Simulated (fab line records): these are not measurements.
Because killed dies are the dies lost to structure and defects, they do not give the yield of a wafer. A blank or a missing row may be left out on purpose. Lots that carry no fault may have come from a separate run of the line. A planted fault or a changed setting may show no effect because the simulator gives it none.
fab line records	flow sfq_line
[record] lots = 6	wafers = 18	last_day = 77
route steps=325 shown I0@47 M1@58 I1@73 M2@88 M8@325
lots that met no fault: taken from a fault-free run of the same line
start_h: the number of hours between the record's first day and the start of the first shown wafer of the lot	wait_h: hours since the lot's step before	" unchanged from the row above	L1.1+2: a single row standing in for several wafers	- value missing, or start not given	* or withheld: withheld	< > ~ a bound
route shown NAME@n: names a module that has steps shown in the file, with the first one's number in the route	usual: the fault-free wafers' mean and standard deviation	same: alike in all rows	chamber/n: place in a boat	sites: each site's reading	_std_site: the standard deviation of these	_edge_site: the outer-site mean with the inner-site mean subtracted	radius_mm: how far each site lies from the wafer's centre	mask NAME#n: copy n	behind: tool/chamber where the wafer was last shaped	hold: cause of the lot's hold/its duration in hours/its outcome	device: the n, p or np transistor that did not switch	end of line: at the end of the route, the tests of the same wafers	for a step that has no rows: nothing shown but its recipe	killed: dies lost to structure and defects at the first sort, not the wafer's yield	map: dies across one wafer; x = killed, . = not, _ = none there
set.NAME: the setting the step ran with; set.NAME@STEP: the setting that earlier step ran with	model.NAME: the simulator's own value behind a step, which no gauge read
a table for each step, a row for each wafer; lots at some steps of the route
services: a tool's chamber out of use, with start hour (start_h, from the record's first day; less than 0 if before it), hours out, and reason
[[steps]]
[step SFQ_TRILAYER_I0_VIA_LITHO_COAT_036]
[recipe] resist = BARC	spin_rpm = 3000	resist_thk_nm = 62
[step SFQ_TRILAYER_I0_VIA_LITHO_COAT_031]
[recipe] resist = KrF	spin_rpm = 3000	resist_thk_nm = 650
[step SFQ_TRILAYER_I0_VIA_LITHO_SOFTBAKE_035]
[recipe] temp_c = withheld	time_s = withheld	resist = KrF
[step SFQ_TRILAYER_I0_VIA_LITHO_EXPOSE_032]
[recipe] mask_id = I0	na = 0.6	source_shape = conventional	sigma_outer = 0.65	target_cd_nm = 500	dose_mj = 21.3
[step SFQ_TRILAYER_I0_VIA_LITHO_PEB_034]
[recipe] peb_temp_c = 115	peb_time_s = 60	resist = KrF
[step SFQ_TRILAYER_I0_VIA_LITHO_DEVELOP_033]
[recipe] time_s = 60	resist = KrF
[step SFQ_I0_OVL_MEAS_908]
[usual] I0_OVL = -1/5.3
lot.wafer	tool	chamber	start_h	wait_h	I0_OVL[nm]
L784.1	overlay-01	-	221.40	0.1	5
L784.4	"	-	"	"	0
L784.6	"	-	"	"	2
L790.1	overlay-01	-	258.15	0.1	3
L790.4	"	-	"	"	5
L790.6	"	-	"	"	4
L802.4	overlay-01	-	351.62	0.1	-16
L802.5	"	-	"	"	-4
L802.6	"	-	"	"	-9
L803.3	overlay-01	-	358.82	0.1	-2
L803.4	"	-	"	"	-2
L803.6	"	-	"	"	-2
L805.2	overlay-01	-	372.01	0.1	5
L805.3	"	-	"	"	-1
L805.6	"	-	"	"	2
L806.1	overlay-01	-	379.21	0.1	11
L806.2	"	-	"	"	11
L806.3	"	-	"	"	10
[step SFQ_TRILAYER_I0_VIA_BARC_OPEN_VIA_ETCH_046]
[recipe] mask_material = PR	chemistry = O2	target_depth_nm = 125	target = BARC	source_w = 500	bias_w = 80	pressure_mtorr = 30	time_s = 41.7
[step SFQ_TRILAYER_I0_VIA_ETCH_VIA_ETCH_034]
[recipe] target = SiO2	stop_on = Nb	mask_material = PR	taper_deg = 20	chemistry = CHF3	target_depth_nm = 260	source_w = 500	bias_w = 80	pressure_mtorr = 30	time_s = withheld
[step SFQ_TRILAYER_I0_VIA_STRIP_STRIP_035]
[recipe] gas = O2	power_w = 200	platen_temp_c = 40	overash_fraction = 0.65	chemistry = O2	pressure_mtorr = 50
[step SFQ_TRILAYER_I0_VIA_STRIP_SOLV_CLEAN_036]
[recipe] chemistry = NMP	temp_c = 70	time_s = 600
[step SFQ_TRILAYER_M1_DEP_PRE_CLEAN_038]
[recipe] gas = Ar	time_s = 22.5	bias_v = 250
[step SFQ_TRILAYER_M1_DEP_SPUTTER_037]
[recipe] material = Nb	base_pressure_pa = 1.33e-06	chamber_pressure_pa = 0.1333	substrate_temp_c = 20	resputter_cathode_voltage_v = 400	target_thk_nm = 200	power_w = 2000	time_s = 133.3
[usual] cathode_dc_power_W = 2000.0/0.4	chamber_pressure_pa = 0.13329/0.00028	throttle_valve_pct = 29.9/0.86
lot.wafer	tool	chamber	start_h	wait_h	cathode_dc_power_W	chamber_pressure_pa	throttle_valve_pct	model.Nb_of_TRILAYER_M1_DEP_SPUTTER_037.thk_nm
L784.1	pvd_sputter-06	-	222.39	0.0	2000.2	0.13314	29.2	196
L784.4	"	-	"	"	1999.8	0.13337	31.2	195.3
L784.6	"	-	"	"	2000.4	0.13383	31.0	203.5
L790.1	pvd_sputter-03	-	259.32	0.0	1999.6	0.13312	29.7	202.4
L790.4	"	-	"	"	1999.4	0.13322	29.2	200.7
L790.6	"	-	"	"	1999.7	0.13347	29.0	202
L802.4	pvd_sputter-06	-	352.60	0.0	2403.7	0.13301	31.0	237.8
L802.5	"	-	"	"	2403.9	0.13348	29.2	241
L802.6	"	-	"	"	2403.5	0.13338	30.6	245.4
L803.3	pvd_sputter-06	-	359.80	0.0	2402.9	0.13275	30.4	243.1
L803.4	"	-	"	"	2403.6	0.13298	29.2	240.3
L803.6	"	-	"	"	2403.0	0.13348	29.4	241.3
L805.2	pvd_sputter-04	-	373.60	0.0	1999.9	0.13349	31.7	197.9
L805.3	"	-	"	"	2000.4	0.13363	30.0	198.1
L805.6	"	-	"	"	2000.2	0.1333	29.4	199.6
L806.1	pvd_sputter-03	-	380.80	0.0	2000.4	0.13355	30.0	198.4
L806.2	"	-	"	"	2000.8	0.13309	29.7	199.8
L806.3	"	-	"	"	2000.4	0.13348	30.1	199.5
[step SFQ_M1_RS_MEAS_909]
[recipe] thk_meas_gauge = four-point-probe	reads = Nb_of_TRILAYER_M1_DEP_SPUTTER_037
[usual] M1_NB_RS = 0.892/0.012
lot.wafer	tool	chamber	start_h	wait_h	hold	M1_NB_RS[ohm/sq]
L784.1	film_metro-02	-	222.48	0.0	-	0.910
L784.4	"	-	"	"	-	0.913
L784.6	"	-	"	"	-	0.875
L790.1	film_metro-03	-	259.41	0.0	-	0.876
L790.4	"	-	"	"	-	0.885
L790.6	"	-	"	"	-	0.882
L802.4	film_metro-01	-	352.75	0.1	await_dispo/0.2h/release	0.747
L802.5	"	-	"	"	await_dispo/0.2h/release	0.738
L802.6	"	-	"	"	await_dispo/0.2h/release	0.724
L802.4	film_metro-01	-	353.04	0.3	-	0.748
L802.5	"	-	"	"	-	0.737
L802.6	"	-	"	"	-	0.724
L803.3	film_metro-02	-	359.93	0.1	await_dispo/0.2h/release	0.731
L803.4	"	-	"	"	await_dispo/0.2h/release	0.739
L803.6	"	-	"	"	await_dispo/0.2h/release	0.739
L803.3	film_metro-02	-	360.22	0.3	-	0.732
L803.4	"	-	"	"	-	0.740
L803.6	"	-	"	"	-	0.738
L805.2	film_metro-01	-	373.71	0.1	-	0.898
L805.3	"	-	"	"	-	0.899
L805.6	"	-	"	"	-	0.892
L806.1	film_metro-03	-	380.89	0.0	-	0.897
L806.2	"	-	"	"	-	0.890
L806.3	"	-	"	"	-	0.890
[step SFQ_TRILAYER_M1_LITHO_COAT_039]
[recipe] resist = KrF	spin_rpm = 3000	resist_thk_nm = 600
[step SFQ_TRILAYER_M1_LITHO_SOFTBAKE_043]
[recipe] temp_c = withheld	time_s = withheld	resist = KrF
[step SFQ_TRILAYER_M1_LITHO_EXPOSE_040]
[recipe] mask_id = M1	na = 0.6	source_shape = conventional	sigma_outer = 0.65	target_cd_nm = 500	dose_mj = 14.4
[step SFQ_TRILAYER_M1_LITHO_PEB_042]
[recipe] peb_temp_c = 115	peb_time_s = 60	resist = KrF
[step SFQ_TRILAYER_M1_LITHO_DEVELOP_041]
[recipe] time_s = 60	resist = KrF
[step SFQ_M1_OVL_MEAS_911]
[usual] M1_OVL = -2/6
lot.wafer	tool	chamber	start_h	wait_h	M1_OVL[nm]
L784.1	overlay-02	-	289.21	0.1	-7
L784.4	"	-	"	"	-5
L784.6	"	-	"	"	-7
L790.1	overlay-02	-	326.41	0.1	-5
L790.4	"	-	"	"	-3
L790.6	"	-	"	"	-11
L802.4	overlay-01	-	418.37	0.1	-7
L802.5	"	-	"	"	-3
L802.6	"	-	"	"	-7
L803.3	overlay-01	-	425.57	0.1	-1
L803.4	"	-	"	"	-5
L803.6	"	-	"	"	-3
L805.2	overlay-02	-	434.96	0.1	-4
L805.3	"	-	"	"	-4
L805.6	"	-	"	"	-5
L806.1	overlay-01	-	444.66	0.1	-8
L806.2	"	-	"	"	-5
L806.3	"	-	"	"	-7
[step SFQ_TRILAYER_M1_BARC_OPEN_METAL_ETCH_054]
[recipe] mask_material = PR	chemistry = O2	target_depth_nm = 125	target = BARC	icp_w = 600	bias_w = 80	pressure_mtorr = 10	time_s = 41.7
[usual] drypump_motor_current_A = 5.8/0.38	oes_product_au = 0.685/0.0054
lot.wafer	tool	chamber	start_h	wait_h	drypump_motor_current_A	oes_product_au	rf_hours_counter_h
L784.1	rie_metal-03	0	289.24	0.0	5.1	0.684	135
L784.4	"	1	"	"	5.3	0.686	-
L784.6	"	0	"	"	5.1	0.686	-
L790.1	rie_metal-02	1	326.44	0.0	5.6	0.695	38
L790.4	"	1	"	"	5.6	0.692	-
L790.6	"	0	"	"	6.4	0.681	-
L802.4	rie_metal-02	1	418.41	0.0	5.6	0.691	-
L802.5	"	0	"	"	6.3	0.694	-
L802.6	"	1	"	"	5.6	0.695	-
L803.3	rie_metal-02	0	425.61	0.0	6.3	0.677	-
L803.4	"	1	"	"	5.6	0.687	-
L803.6	"	1	"	"	5.6	0.685	-
L805.2	rie_metal-03	0	434.99	0.0	5.1	0.689	161
L805.3	"	0	"	"	5.1	0.681	-
L805.6	"	0	"	"	5.1	0.689	-
L806.1	rie_metal-04	0	444.69	0.0	6.0	0.686	185
L806.2	"	1	"	"	5.8	0.690	125
L806.3	"	0	"	"	6.0	0.676	-
[step SFQ_TRILAYER_M1_ETCH_METAL_ETCH_042]
[recipe] target = Nb	stop_on = SiO2	mask_material = PR	chemistry = Cl2/Ar	target_depth_nm = 240	icp_w = 600	bias_w = 80	pressure_mtorr = 10	time_s = 120
[usual] drypump_motor_current_A = 5.8/0.38	oes_product_au = 0.893/0.0078
lot.wafer	tool	chamber	start_h	wait_h	drypump_motor_current_A	oes_product_au	rf_hours_counter_h
L784.1	rie_metal-03	0	289.30	0.0	5.1	0.889	135
L784.4	"	1	"	"	5.3	0.887	-
L784.6	"	0	"	"	5.1	0.902	-
L790.1	rie_metal-02	1	326.50	0.0	5.6	0.904	38
L790.4	"	1	"	"	5.6	0.891	-
L790.6	"	0	"	"	6.4	0.897	-
L802.4	rie_metal-02	1	418.49	0.1	5.6	0.987	-
L802.5	"	0	"	"	6.3	0.992	-
L802.6	"	1	"	"	5.6	0.992	-
L803.3	rie_metal-02	0	425.69	0.1	6.3	0.985	-
L803.4	"	1	"	"	5.6	0.992	-
L803.6	"	1	"	"	5.6	0.988	-
L805.2	rie_metal-03	0	435.05	0.0	5.1	0.889	161
L805.3	"	0	"	"	5.1	0.890	-
L805.6	"	0	"	"	5.1	0.900	-
L806.1	rie_metal-04	0	444.75	0.0	6.0	0.885	185
L806.2	"	1	"	"	5.8	0.888	125
L806.3	"	0	"	"	6.0	0.892	-
[step SFQ_TRILAYER_M1_STRIP_STRIP_043]
[recipe] gas = O2	power_w = 200	platen_temp_c = 40	overash_fraction = 0.65	chemistry = O2	pressure_mtorr = 50
[usual] drypump_motor_current_A = 5.8/0.38	oes_product_au = 1.003/0.012
lot.wafer	tool	chamber	start_h	wait_h	drypump_motor_current_A	oes_product_au	rf_hours_counter_h
L784.1	rie_metal-03	0	289.43	0.1	5.1	1.015	135
L784.4	"	1	"	"	5.3	1.014	-
L784.6	"	0	"	"	5.1	1.006	-
L790.1	rie_metal-02	1	326.63	0.1	5.6	1.011	38
L790.4	"	1	"	"	5.6	0.997	-
L790.6	"	0	"	"	6.3	1.001	-
L802.4	rie_metal-02	1	418.78	0.2	5.6	0.994	-
L802.5	"	0	"	"	6.4	1.008	-
L802.6	"	1	"	"	5.6	1.002	-
L803.3	rie_metal-02	0	425.98	0.2	6.4	0.997	-
L803.4	"	1	"	"	5.6	0.999	-
L803.6	"	1	"	"	5.6	0.997	-
L805.2	rie_metal-03	0	435.18	0.1	5.1	1.038	161
L805.3	"	0	"	"	5.1	1.036	-
L805.6	"	0	"	"	5.1	1.034	-
L806.1	rie_metal-04	0	444.88	0.1	6.0	1.008	186
L806.2	"	1	"	"	5.8	0.992	125
L806.3	"	0	"	"	6.0	1.016	-
[step SFQ_TRILAYER_M1_STRIP_SOLV_CLEAN_044]
[recipe] chemistry = NMP	temp_c = 70	time_s = 600
[step SFQ_TRILAYER_I1_DEP_PECVD_045]
[recipe] material = SiO2	temp_c = 150	time_s = 111.11	pressure_torr = 2.4	rf_w = 183.3	precursor = SiH4/N2O	target_thk_nm = 500
[step SFQ_TRILAYER_I1_CMP_CMP_046]
[recipe] material = SiO2	down_force_psi = 3	platen_rpm = 60	pad_velocity_m_s = 0.94248
[usual] motor_current_A = 9.7/0.59	time_to_endpoint_s = 215/10
lot.wafer	tool	chamber	start_h	wait_h	motor_current_A	time_to_endpoint_s
L784.1	cmp-02	2	298.90	8.5	10.2	214
L784.4	"	3	"	"	10.6	214
L784.6	"	1	300.52	10.1	8.6	202
L790.1	cmp-01	1	329.63	2.2	9.0	208
L790.4	"	2	"	"	10.2	219
L790.6	"	1	331.63	4.2	9.6	217
L802.4	cmp-01	3	420.43	1.0	9.8	207
L802.6	"	1	421.43	2.0	9.3	206
L802.5	"	2	"	"	9.6	209
L803.3	cmp-02	1	429.71	2.9	9.1	215
L803.4	"	3	430.71	3.9	11.6	239
L803.6	"	1	431.71	4.9	9.2	218
L805.3	cmp-01	1	439.13	3.1	9.6	207
L805.2	"	2	"	"	9.9	209
L805.6	"	0	440.63	4.6	9.5	229
L806.1	cmp-01	3	445.73	0.0	9.3	203
L806.3	"	1	446.73	1.0	9.6	200
L806.2	"	2	"	"	9.5	211
[step SFQ_I1_BOW_MEAS_912]
[recipe] mode = bow
[usual] I1_BOW = 0/7.5
lot.wafer	tool	chamber	start_h	wait_h	I1_BOW[um]
L784.1	film_metro-04	-	301.06	1.6	-18
L784.4	"	-	"	"	6
L784.6	"	-	"	"	4
L790.1	film_metro-04	-	332.63	2.5	6
L790.4	"	-	"	"	6
L790.6	"	-	"	"	1
L802.4	film_metro-03	-	422.49	1.6	-10
L802.5	"	-	"	"	-11
L802.6	"	-	"	"	-2
L803.3	film_metro-03	-	432.25	2.0	5
L803.4	"	-	"	"	1
L803.6	"	-	"	"	3
L805.2	film_metro-03	-	441.65	1.5	4
L805.3	"	-	"	"	8
L805.6	"	-	"	"	-1
L806.1	film_metro-04	-	448.73	2.5	4
L806.2	"	-	"	"	-16
L806.3	"	-	"	"	9
[step SFQ_TRILAYER_I1_METRO_MEASURE_047]
[step SFQ_TRILAYER_I1_VIA_LITHO_COAT_054]
[recipe] resist = BARC	spin_rpm = 3000	resist_thk_nm = 62
[step SFQ_TRILAYER_I1_VIA_LITHO_COAT_049]
[recipe] resist = KrF	spin_rpm = 3000	resist_thk_nm = 650
[step SFQ_TRILAYER_I1_VIA_LITHO_SOFTBAKE_053]
[recipe] temp_c = withheld	time_s = withheld	resist = KrF
[step SFQ_TRILAYER_I1_VIA_LITHO_EXPOSE_050]
[recipe] mask_id = I1	na = 0.6	source_shape = conventional	sigma_outer = 0.65	target_cd_nm = 500	dose_mj = 21.3
[step SFQ_TRILAYER_I1_VIA_LITHO_PEB_052]
[recipe] peb_temp_c = 115	peb_time_s = 60	resist = KrF
[step SFQ_TRILAYER_I1_VIA_LITHO_DEVELOP_051]
[recipe] time_s = 60	resist = KrF
[step SFQ_I1_OVL_MEAS_913]
[usual] I1_OVL = 0/5.8
lot.wafer	tool	chamber	start_h	wait_h	I1_OVL[nm]
L784.1	overlay-01	-	399.73	0.1	-2
L784.4	"	-	"	"	-6
L784.6	"	-	"	"	-9
L790.1	overlay-02	-	438.13	0.1	-5
L790.4	"	-	"	"	-15
L790.6	"	-	"	"	-14
L802.4	overlay-01	-	547.72	0.1	8
L802.5	"	-	"	"	-2
L802.6	"	-	"	"	2
L803.3	overlay-01	-	558.52	0.1	1
L803.4	"	-	"	"	3
L803.6	"	-	"	"	-4
L805.2	overlay-01	-	564.51	0.1	-7
L805.3	"	-	"	"	-4
L805.6	"	-	"	"	-4
L806.1	overlay-01	-	572.90	0.1	4
L806.2	"	-	"	"	6
L806.3	"	-	"	"	11
[step SFQ_TRILAYER_I1_VIA_BARC_OPEN_VIA_ETCH_071]
[recipe] mask_material = PR	chemistry = O2	target_depth_nm = 125	target = BARC	source_w = 500	bias_w = 80	pressure_mtorr = 30	time_s = 41.7
[usual] drypump_motor_current_A = 5.9/0.37	oes_product_au = 0.685/0.005
lot.wafer	tool	chamber	start_h	wait_h	drypump_motor_current_A	oes_product_au	rf_hours_counter_h
L784.1	rie_diel-01	2	399.76	0.0	6.1	0.684	105
L784.4	"	1	"	"	5.8	0.682	58
L784.6	"	0	"	"	4.8	0.681	-
L790.1	rie_diel-03	0	438.16	0.0	6.0	0.683	1
L790.4	"	0	"	"	6.0	0.677	-
L790.6	"	1	"	"	6.1	0.683	-
L802.4	rie_diel-03	3	547.74	0.0	5.2	0.682	1
L802.5	"	0	"	"	6.0	0.680	-
L802.6	"	1	"	"	6.1	0.688	-
L803.3	rie_diel-01	0	558.54	0.0	4.8	0.691	4
L803.4	"	3	"	"	5.7	0.693	4
L803.6	"	2	"	"	6.1	0.697	-
L805.2	rie_diel-03	2	564.54	0.0	5.9	0.684	4
L805.3	"	1	"	"	6.1	0.691	54
L805.6	"	3	"	"	5.2	0.689	-
L806.1	rie_diel-02	1	572.94	0.0	6.1	0.691	7
L806.2	"	3	"	"	5.8	0.689	4
L806.3	"	2	"	"	6.1	0.685	5
[step SFQ_TRILAYER_I1_VIA_ETCH_VIA_ETCH_052]
[recipe] target = SiO2	stop_on = Nb	mask_material = PR	taper_deg = 20	chemistry = CHF3	target_depth_nm = 260	source_w = 500	bias_w = 80	pressure_mtorr = 30	time_s = withheld
[step SFQ_TRILAYER_I1_VIA_STRIP_STRIP_053]
[recipe] gas = O2	power_w = 200	platen_temp_c = 40	overash_fraction = 0.65	chemistry = O2	pressure_mtorr = 50
[usual] drypump_motor_current_A = 5.5/0.41	oes_product_au = 1.003/0.011
lot.wafer	tool	chamber	start_h	wait_h	drypump_motor_current_A	oes_product_au	rf_hours_counter_h
L784.1	rie_metal-04	0	399.92	-	6.0	1.009	177
L784.4	"	1	"	"	5.8	0.996	-
L784.6	"	0	"	"	6.0	0.994	-
L790.1	rie_metal-04	0	438.32	-	6.0	1.001	184
L790.4	"	1	"	"	5.8	0.992	-
L790.6	"	0	"	"	6.0	1.005	-
L802.4	rie_metal-03	0	548.09	-	5.1	1.010	-
L802.5	"	0	"	"	5.1	1.004	-
L802.6	"	1	"	"	5.3	1.012	-
L803.3	rie_metal-01	1	558.89	-	5.9	1.003	-
L803.4	"	0	"	"	5.0	1.018	-
L803.6	"	1	"	"	5.8	0.997	-
L805.2	rie_metal-03	0	564.69	-	5.1	0.998	15
L805.3	"	0	"	"	5.1	1.008	-
L805.6	"	0	"	"	5.1	0.987	-
L806.1	rie_metal-01	1	573.09	-	5.8	1.005	78
L806.2	"	0	"	"	5.0	1.017	90
L806.3	"	0	"	"	5.0	1.024	-
[step SFQ_TRILAYER_I1_VIA_STRIP_SOLV_CLEAN_054]
[recipe] chemistry = NMP	temp_c = 70	time_s = 600
[step SFQ_TRILAYER_M2_DEP_PRE_CLEAN_056]
[recipe] gas = Ar	time_s = 22.5	bias_v = 250
[step SFQ_M8_BOW_MEAS_951]
[recipe] mode = bow
[usual] M8_BOW = 5/12
lot.wafer	tool	chamber	start_h	wait_h	M8_BOW[um]	model.etest.m1.comb_log10_ohm	model.etest.m1.ohm_um	model.etest.i0.link_ohm	model.etest.i1.link_ohm	model.etest.m1.ohm_sq
L784.1	film_metro-01	-	1659.81	0.0	-23	12	1.819	1.982	1.972	0.9075
L784.4	"	-	"	"	3	12	1.815	1.99	1.99	0.9109
L784.6	"	-	"	"	-1	12	1.758	1.933	1.951	0.8739
L790.1	film_metro-02	-	1701.36	0.0	33	12	1.761	1.948	1.944	0.8787
L790.4	"	-	"	"	32	12	1.779	1.951	1.949	0.8864
L790.6	"	-	"	"	27	12	1.761	1.944	1.948	0.8807
L802.4	film_metro-01	-	1820.20	0.1	6	12	1.503	1.789	1.828	0.748
L802.5	"	-	"	"	4	12	1.472	1.772	1.827	0.7381
L802.6	"	-	"	"	13	0	-	-	-	0.725
L803.3	film_metro-04	-	1829.91	0.0	18	0	-	-	-	0.7316
L803.4	"	-	"	"	17	12	1.484	1.79	1.794	0.7403
L803.6	"	-	"	"	18	12	1.481	1.778	1.815	0.7372
L805.2	film_metro-04	-	1835.71	0.0	17	12	1.809	1.985	1.994	0.8989
L805.3	"	-	"	"	18	12	1.812	1.968	1.969	0.8981
L805.6	"	-	"	"	11	12	1.797	1.975	1.966	0.8909
L806.1	film_metro-02	-	1837.07	0.0	18	12	1.794	1.983	1.977	0.8966
L806.2	"	-	"	"	1	12	1.769	1.971	1.962	0.8901
L806.3	"	-	"	"	23	12	1.783	1.962	1.957	0.8918
[[services]]
tool	chamber	start_h	hours	kind
cmp-01	-	210.11	1.1	repair
cmp-01	-	227.31	6.3	pm
rie_metal-02	-	231.02	1.4	pm
cmp-02	-	232.65	4.0	pm
rie_metal-03	1	248.16	3.8	repair
rie_metal-01	-	249.43	1.4	repair
pvd_sputter-06	-	267.53	1.5	repair
rie_diel-03	-	268.84	1.2	repair
rie_metal-02	1	271.23	4.4	repair
pvd_sputter-06	-	306.56	7.0	repair
rie_metal-02	-	333.19	28.1	pm
rie_metal-03	0	354.18	1.6	repair
rie_diel-03	3	358.23	7.3	repair
rie_diel-03	-	369.55	28.1	pm
rie_metal-04	-	375.99	2.8	pm
rie_metal-02	-	384.15	3.0	repair
cmp-01	-	397.16	3.2	repair
cmp-01	-	409.37	4.0	pm
pvd_sputter-06	-	412.21	0.8	repair
rie_diel-03	-	418.07	2.6	repair
rie_diel-03	3	420.00	34.7	repair
cmp-01	-	504.96	0.8	repair
pvd_sputter-06	-	510.96	22.2	repair
rie_metal-02	-	533.04	2.8	pm
[[key]]
[first_sign] step = SFQ_TRILAYER_M1_DEP_SPUTTER_037	reading = cathode_dc_power_W	direction = up	sigmas = 99+	usual = 2000.0	struck = 2403.4
[effect] step = SFQ_M1_RS_MEAS_909	reading = visit	direction = added
[effect] step = SFQ_M1_RS_MEAS_909	reading = M1_NB_RS	direction = down	sigmas = 13	usual = 0.892	struck = 0.736
[effect] step = SFQ_TRILAYER_M1_ETCH_METAL_ETCH_042	reading = oes_product_au	direction = up	sigmas = 12	usual = 0.893	struck = 0.989
[model_effect] step = SFQ_TRILAYER_M1_DEP_SPUTTER_037	value = Nb_of_TRILAYER_M1_DEP_SPUTTER_037.thk_nm	without = 201.1	struck = 241.5
[model_effect] step = SFQ_M8_BOW_MEAS_951	value = etest.m1.comb_log10_ohm	without = 12	struck = 8
met_at SFQ_TRILAYER_M1_DEP_SPUTTER_037
struck_wafers L802.4,L802.5,L802.6,L803.3,L803.4,L803.6
onset_between 222.39 352.60
[fault] kind = process_parameter_drift	tool = pvd_sputter-06	chamber = -	onset_h = 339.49	steps = SFQ_TRILAYER_M1_DEP_SPUTTER_037	channel = power_w	offset = 403.11	shape = step	end_h = 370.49	acts_in = these_recipes_only	stated = 2000
